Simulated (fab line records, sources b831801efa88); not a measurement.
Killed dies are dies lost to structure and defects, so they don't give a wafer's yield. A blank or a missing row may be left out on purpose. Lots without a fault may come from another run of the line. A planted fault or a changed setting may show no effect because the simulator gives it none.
Which tool did it? | flow sky130 | 6 lots, 18 wafers sampled, at 2 steps of a route of 708

WHAT THE GAUGES READ, wafer by wafer
SKY_VT_ADJUST_LVTN_TW_MEAS_21.
lot  | measured     | on            | VT_ADJUST_LVTN_2_TW
L322 | day 8 23:15  | film_metro-02 | 188.0 188.7 189.5
L325 | day 9 11:25  | film_metro-04 | 186.5 185.8 186.4
L328 | day 10 05:30 | film_metro-01 | 185.9 184.8 184.9
L337 | day 12 14:40 | film_metro-04 | 155.0 155.7 154.6 155.3 156.4 154.9
L340 | day 13 23:43 | film_metro-01 | 183.9 183.9 184.5
L341 | day 14 03:09 | film_metro-04 | 186.9 185.3 186.0

WHICH TOOL RAN EACH LOT (tool, then ch and the chambers of the sampled wafers, then the start)
lot  | SKY_VT_ADJUST_LVTN_IMPLANT_19
L322 | implanter-04 ch 0, day 8 23:00
L325 | implanter-01 ch 0, day 9 11:10
L328 | implanter-02 ch 0, day 10 05:15
L337 | implanter-01 ch 0, day 12 14:25
L340 | implanter-02 ch 0, day 13 23:28
L341 | implanter-02 ch 0, day 14 02:54
- SKY_VT_ADJUST_LVTN_IMPLANT_19

THE ANSWER, worked out from the rows above alone
Rule: what is usual is taken from the lots themselves. Put in order of their means at a reading, lots are off if they are a third of the lots or fewer, leave a main group of 4 or more, and stand apart from it by a gap of 3 or more times the standard deviation of the main group's means; of several such gaps the widest counts. A main group whose means are all the same, to the digits that the tables above print for the reading, isn't used. A lot without any number at a reading at which 4 lots or more have one is off too. The other lots that the step has rows for count as sound.
Off: L337, at SKY_VT_ADJUST_LVTN_TW_MEAS_21 (VT_ADJUST_LVTN_2_TW). The main group: mean 186.1, standard deviation 1.5.
A tool fits if, at a process step before that reading, it ran every lot that is off, and no sound lot after the first of them. The gauges at SKY_VT_ADJUST_LVTN_TW_MEAS_21 are tried like those tools. One fits: implanter-01 at SKY_VT_ADJUST_LVTN_IMPLANT_19. Its last sound lot is L325 (day 9 11:10), its first lot that is off L337 (day 12 14:25): a fault that began between those two fits.

WHAT THE SIMULATOR HAD PUT IN
Process parameter drift: implanter-01, from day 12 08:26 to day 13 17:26, at SKY_VT_ADJUST_LVTN_IMPLANT_19. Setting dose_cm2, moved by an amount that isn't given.
Lots struck among those shown: L337. The rule above found the same.
